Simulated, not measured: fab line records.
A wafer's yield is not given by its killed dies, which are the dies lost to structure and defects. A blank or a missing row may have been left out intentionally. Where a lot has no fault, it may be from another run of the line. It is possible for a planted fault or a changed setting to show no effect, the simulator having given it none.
A struck lot beside a sound one :: flow gf180mcu :: 28 out of 602 route steps
Sound: the wafers L172.1, L172.2, L172.4. Wafers L164.3, L164.4, L164.6 were the ones struck. The cause is named last.
For every step that has rows: the tool of each side, followed by ch and its chambers, followed by its first start. Under that, the readings that differ: sound wafers :: struck wafers :: difference of the means :: sigmas: that difference in standard deviations of wafers without a fault.
alike: readings whose means differ by less than 2 such deviations, and words and numbers that are the same on both sides. not compared: withheld readings, readings that some wafer has no value for, bounds like >300 that may hide the same value, and numbers for which the record gives no deviation and whose values overlap.
A row with sigmas, a row that says differs or no value, or rows on one side alone: a step with any of these is where the two part. Numbers that have no deviation but don't overlap get no sigmas and don't part them. Lack of a reading on every wafer of one side parts them only where that side has two or more wafers.

GF_V5_OVL_MEAS_15:
  sound on overlay-01 at day 32 12:47; struck on overlay-01 at day 30 06:01
  alike: V5_OVL
then, 2 steps without rows for these wafers: GF_V5_ETCH_16 (etches BARC in N2/H2); GF_V5_ETCH_17 (etches SiO2 in C4F8/O2/Ar, stops on TiN, target depth 855 nm).
GF_V5_STRIP_18: strips in O2/N2.
  sound on plasma asher-03 ch 0,1, day 32 12:58; struck on plasma asher-03 ch 0,1, day 30 06:13
  alike: drypump motor current A, heater power w, oes product au
  not compared: rf hours counter h
then, 2 steps without rows for these wafers: GF_V5_STRIP_19 (strips in post etch residue remover, time 1200 s); GF_V5_CLEAN_20 (cleans in DIW).
GF_V5_SPUTTER_21: material Ti, target thk 15 nm, time 80.02 s.
  sound on pvd sputter-01 at day 32 13:30; struck on pvd sputter-04 at day 30 06:43
  alike: cathode dc power W, chamber pressure pa, throttle valve pct
then, 1 step without rows for these wafers: GF_V5_SPUTTER_22 (material TiN, target thk 10 nm, time 40 s).
GF_V5_CVD_23: deposits W, target thk 350 nm, time 104.9 s.
  sound on cvd w-01 ch 0,1, day 32 13:36; struck on cvd w-01 ch 0,1, day 30 06:52
  alike: heater power w
GF_V5_RS_MEAS_24: a four-point-probe measurement.
  sound on film metro-03 at day 32 13:43; struck on film metro-02 at day 30 06:59
  alike: V5_W_RS
GF_V5_THK_MEAS_25: measures by xrf.
  sound on film metro-03 at day 32 13:50; struck on film metro-02 at day 30 07:05
  alike: V5_W_THK
then, 1 step without rows for these wafers: GF_V5_CMP_26 (polishes, stops on SiO2, t overpolish 15 s, target thk 0 nm).
GF_TOP_METAL_SPUTTER_00: material Ti, target thk 37.5 nm, time 150 s.
  sound on pvd sputter-04 at day 32 14:11; struck on pvd sputter-02 at day 30 07:25
  no value came back on the struck wafers for cathode dc power W (W), chamber pressure pa (Pa), throttle valve pct (%); on the sound wafers cathode dc power W (W) reads 4000.2 4000.1 3999.1
then, 3 steps without rows for these wafers: GF_TOP_METAL_SPUTTER_01 (material TiN, target thk 30 nm, time 25 s); GF_TOP_METAL_SPUTTER_02 (material AlCu, target thk 900 nm, time 47.82 s); GF_TOP_METAL_SPUTTER_03 (material Ti, target thk 5 nm, time 3.3 s).
GF_TOP_METAL_SPUTTER_04: material TiN, target thk 25 nm, time 20.8 s.
  sound on pvd sputter-04 at day 32 14:23; struck on pvd sputter-02 at day 30 07:37
  alike: cathode dc power W, chamber pressure pa, throttle valve pct
then, 7 steps without rows for these wafers: GF_TOP_METAL_DEHYDRATE_07 (time 60 s); GF_TOP_METAL_HMDS_08 (prime time 60 s); GF_TOP_METAL_COAT_09 (resist thk 1500 nm); GF_TOP_METAL_SOFTBAKE_10 (time 60 s); GF_TOP_METAL_EXPOSE_11 (exposes mask MetalTop, target cd 440 nm); GF_TOP_METAL_PEB_12; GF_TOP_METAL_DEVELOP_13 (develop time 60 s).
GF_TOP_METAL_CD_MEAS_14: the cd target is 440 nm.
  sound on cd sem-01 at day 33 06:33; struck on cd sem-02 at day 31 01:35
  alike: cd nm
GF_TOP_METAL_OVL_MEAS_15:
  sound on overlay-02 at day 33 06:40; struck on overlay-02 at day 31 01:41
  alike: TOP_METAL_OVL
GF_TOP_METAL_METAL_ETCH_16: etches the open film in Cl2/BCl3, stops on SiO2, target depth 1077.5 nm, time 179.6 s.
  sound on rie metal-04 ch 0,1, day 33 06:43; struck on rie metal-02 ch 0,1, day 31 01:46
reading: oes product au (a.u.)
sound: 0.966 0.972 0.970
struck: 0.949 0.943 0.952
difference: -0.021
sigmas: -3

reading: throttle valve pct (%)
sound: 28.254 28.253 28.240
struck: 28.272 28.284 28.266
difference: +0.025
sigmas: +2
  alike: drypump motor current A, rf fwd power W
  not compared: rf hours counter h
GF_TOP_METAL_STRIP_17: strips in O2/N2.
  sound on plasma asher-04 ch 0,1, day 33 06:53; struck on plasma asher-02 ch 0,1, day 31 01:55
reading: strip time to endpoint s (s)
sound: 13.47 13.28 13.34
struck: 13.63 13.59 13.59
difference: +0.24
sigmas: +2
  alike: drypump motor current A, heater power w, oes product au
  not compared: rf hours counter h

WHERE THEY PART
At GF_TOP_METAL_SPUTTER_00 first; at GF_TOP_METAL_STRIP_17 last (within this record only).

WHY: what the simulator had put in
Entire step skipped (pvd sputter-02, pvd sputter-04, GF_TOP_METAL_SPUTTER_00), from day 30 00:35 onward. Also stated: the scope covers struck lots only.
